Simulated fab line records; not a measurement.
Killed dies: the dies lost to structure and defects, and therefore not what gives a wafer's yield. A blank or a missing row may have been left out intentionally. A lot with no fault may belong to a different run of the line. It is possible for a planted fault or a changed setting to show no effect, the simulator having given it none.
Which tool is to blame? :: flow gf180mcu :: 13 lots, 38 wafers sampled, at 2 steps of a route of 602

WHAT THE GAUGES READ, wafer by wafer
GF_POLY_GATE_THK_MEAS_01.
lot: L526
measured: day 8 17:53
on: filmMetro-03
POLY_GATE_CVD_00_THK (nm): 197.5 199.1 197.1

lot: L527
measured: day 8 19:34
on: filmMetro-04
POLY_GATE_CVD_00_THK (nm): 200.4 201.6 201.3

lot: L528
measured: day 9 07:53
on: filmMetro-03
POLY_GATE_CVD_00_THK (nm): 199.1 198.6 197.0

lot: L529
measured: day 9 11:43
on: filmMetro-03
POLY_GATE_CVD_00_THK (nm): 202.1 198.9 198.3

lot: L530
measured: day 9 21:59
on: filmMetro-02
POLY_GATE_CVD_00_THK (nm): 198.1 199.6 199.3

lot: L531
measured: day 10 03:46
on: filmMetro-02
POLY_GATE_CVD_00_THK (nm): 197.4 199.2 197.2

lot: L532
measured: day 10 10:47
on: filmMetro-02
POLY_GATE_CVD_00_THK (nm): 197.6 197.0

lot: L533
measured: day 10 21:18
on: filmMetro-03
POLY_GATE_CVD_00_THK (nm): 194.4 195.5 197.3

lot: L534
measured: day 11 03:20
on: filmMetro-04
POLY_GATE_CVD_00_THK (nm): 197.5 198.5 198.0

lot: L541
measured: day 13 03:16
on: filmMetro-02
POLY_GATE_CVD_00_THK (nm): 289.9 251.0 211.1

lot: L543
measured: day 13 17:17
on: filmMetro-04
POLY_GATE_CVD_00_THK (nm): 202.2 201.0 202.7

lot: L544
measured: day 14 01:01
on: filmMetro-02
POLY_GATE_CVD_00_THK (nm): 197.3 199.0 199.5

lot: L548
measured: day 15 10:26
on: filmMetro-02
POLY_GATE_CVD_00_THK (nm): 196.1 197.2 195.6

WHICH TOOL RAN EACH LOT (tool, then ch and the chambers of the sampled wafers, then the start)
lot: L526
GF_POLY_GATE_CVD_00: lpcvd-02 ch 0, day 8 16:34

lot: L527
GF_POLY_GATE_CVD_00: lpcvd-02 ch 1, day 8 18:14

lot: L528
GF_POLY_GATE_CVD_00: lpcvd-02 ch 0, day 9 06:34

lot: L529
GF_POLY_GATE_CVD_00: lpcvd-01 ch 0, day 9 10:23

lot: L530
GF_POLY_GATE_CVD_00: lpcvd-02 ch 0, day 9 20:38

lot: L531
GF_POLY_GATE_CVD_00: lpcvd-02 ch 1, day 10 02:26

lot: L532
GF_POLY_GATE_CVD_00: lpcvd-01 ch 1, day 10 09:26

lot: L533
GF_POLY_GATE_CVD_00: lpcvd-02 ch 1, day 10 19:56

lot: L534
GF_POLY_GATE_CVD_00: lpcvd-01 ch 1, day 11 02:01

lot: L541
GF_POLY_GATE_CVD_00: lpcvd-01 ch 0, day 13 01:56

lot: L543
GF_POLY_GATE_CVD_00: lpcvd-02 ch 1, day 13 15:58

lot: L544
GF_POLY_GATE_CVD_00: lpcvd-02 ch 1, day 13 23:41

lot: L548
GF_POLY_GATE_CVD_00: lpcvd-02 ch 1, day 15 09:07
- GF_POLY_GATE_CVD_00: deposits poly-Si, target thk 200 nm, time 1200 s.

AS READ BY THE TOOLS THEMSELVES (means over the sampled wafers that have a number; for cases with no such wafer, the mark the record gives instead)
GF_POLY_GATE_CVD_00.
lot: L526
tool: lpcvd-02
spikeTcBottomC (C): 642.5
spikeTcCentreC (C): 619.3
spikeTcLowerC (C): 619.7
zonePowerBottomPct (%): 12.5
zonePowerCentrePct (%): 10.02
zonePowerLowerPct (%): 9.5
zonePowerTopPct (%): 20.0

lot: L527
tool: lpcvd-02
spikeTcBottomC (C): 641.8
spikeTcCentreC (C): 622.5
spikeTcLowerC (C): 619.4
zonePowerBottomPct (%): 14.0
zonePowerCentrePct (%): 9.44
zonePowerLowerPct (%): 7.9
zonePowerTopPct (%): 20.1

lot: L528
tool: lpcvd-02
spikeTcBottomC (C): 642.6
spikeTcCentreC (C): 620.8
spikeTcLowerC (C): 619.3
zonePowerBottomPct (%): 12.6
zonePowerCentrePct (%): 9.94
zonePowerLowerPct (%): 9.5
zonePowerTopPct (%): 19.9

lot: L529
tool: lpcvd-01
spikeTcBottomC (C): 641.3
spikeTcCentreC (C): 622.0
spikeTcLowerC (C): 619.6
zonePowerBottomPct (%): 12.7
zonePowerCentrePct (%): 9.19
zonePowerLowerPct (%): 8.7
zonePowerTopPct (%): 16.1

lot: L530
tool: lpcvd-02
spikeTcBottomC (C): 642.0
spikeTcCentreC (C): 620.2
spikeTcLowerC (C): 619.5
zonePowerBottomPct (%): 12.6
zonePowerCentrePct (%): 9.94
zonePowerLowerPct (%): 9.6
zonePowerTopPct (%): 20.2

lot: L531
tool: lpcvd-02
spikeTcBottomC (C): 642.2
spikeTcCentreC (C): 622.7
spikeTcLowerC (C): 618.6
zonePowerBottomPct (%): 14.1
zonePowerCentrePct (%): 9.49
zonePowerLowerPct (%): 7.9
zonePowerTopPct (%): 20.1

lot: L532
tool: lpcvd-01
spikeTcBottomC (C): 642.0
spikeTcCentreC (C): 623.0
spikeTcLowerC (C): 622.0
zonePowerBottomPct (%): 13.1
zonePowerCentrePct (%): 9.95
zonePowerLowerPct (%): 8.9
zonePowerTopPct (%): 19.4

lot: L533
tool: lpcvd-02
spikeTcBottomC (C): 643.1
spikeTcCentreC (C): 621.7
spikeTcLowerC (C): 618.1
zonePowerBottomPct (%): 14.0
zonePowerCentrePct (%): 9.48
zonePowerLowerPct (%): 7.9
zonePowerTopPct (%): 20.4

lot: L534
tool: lpcvd-01
spikeTcBottomC (C): 640.5
spikeTcCentreC (C): 621.3
spikeTcLowerC (C): 621.9
zonePowerBottomPct (%): 13.1
zonePowerCentrePct (%): 9.81
zonePowerLowerPct (%): 8.8
zonePowerTopPct (%): 19.6

lot: L541
tool: lpcvd-01
spikeTcBottomC (C): 631.3
spikeTcCentreC (C): 614.8
spikeTcLowerC (C): 677.8
zonePowerBottomPct (%): 8.8
zonePowerCentrePct (%): 4.50
zonePowerLowerPct (%): 18.8
zonePowerTopPct (%): 15.9

lot: L543
tool: lpcvd-02
spikeTcBottomC (C): 641.7
spikeTcCentreC (C): 623.1
spikeTcLowerC (C): 619.1
zonePowerBottomPct (%): 14.0
zonePowerCentrePct (%): 9.49
zonePowerLowerPct (%): 7.9
zonePowerTopPct (%): 20.1

lot: L544
tool: lpcvd-02
spikeTcBottomC (C): 642.7
spikeTcCentreC (C): 621.9
spikeTcLowerC (C): 618.3
zonePowerBottomPct (%): 14.1
zonePowerCentrePct (%): 9.45
zonePowerLowerPct (%): 7.9
zonePowerTopPct (%): 20.0

lot: L548
tool: lpcvd-02
spikeTcBottomC (C): 641.8
spikeTcCentreC (C): 621.7
spikeTcLowerC (C): 618.1
zonePowerBottomPct (%): 14.0
zonePowerCentrePct (%): 9.54
zonePowerLowerPct (%): 7.9
zonePowerTopPct (%): 20.1

THE ANSWER, worked out from the rows above alone
Rule: the usual values come from the lots themselves. Put in order of their means at a reading, lots are off if they are a third of the lots or fewer, leave a main group of 4 or more, and stand apart from it by a gap of 3 or more times the standard deviation of the main group's means; of several such gaps the widest counts. A main group is skipped when, at the precision printed for the reading in the tables above, its means are all equal. Also off: a lot with no number at a reading for which 4 or more lots have one. The other lots that the step has rows for count as sound. The gauges are gone through in route order, then the tools' own readings, and for those a lot's mean is taken as printed above. The first step at which some lot is off is used, and at that step the reading that is off furthest; a lot without a number counts as furthest.
Off: L541, seen at GF_POLY_GATE_THK_MEAS_01 (POLY_GATE_CVD_00_THK). The main group has a mean of 198.5 nm with a standard deviation of 1.7.
If a tool, at a process step before that reading, ran all the lots that are off and no sound lot after the first of them, it fits. Not tried: the gauges at GF_POLY_GATE_THK_MEAS_01; whatever is off there is also off at GF_POLY_GATE_CVD_00, on other tools, and gauge error can't account for it. One fits: lpcvd-01 at GF_POLY_GATE_CVD_00. Its last sound lot is L534 (day 11 02:01), its first lot that is off L541 (day 13 01:56): a fault that began between those two fits.
The tool's own readings at GF_POLY_GATE_CVD_00 bear it out: on the lots that are off they differ by more than 5 times the standard deviation of the sound lots' means. spikeTcBottomC reads 631.3 C there against 642.0 C on the sound lots; spikeTcCentreC reads 614.8 C there against 621.7 C on the sound lots; spikeTcLowerC reads 677.8 C there against 619.5 C on the sound lots; zonePowerBottomPct reads 8.8 % there against 13.4 % on the sound lots; zonePowerCentrePct reads 4.50 % there against 9.64 % on the sound lots; zonePowerLowerPct reads 18.8 % there against 8.5 % on the sound lots.

WHAT THE SIMULATOR HAD INSERTED
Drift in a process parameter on lpcvd-01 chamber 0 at GF_POLY_GATE_CVD_00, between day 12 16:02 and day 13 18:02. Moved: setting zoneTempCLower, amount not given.
Shown lots that were struck: L541. This agrees with what the rule above found.
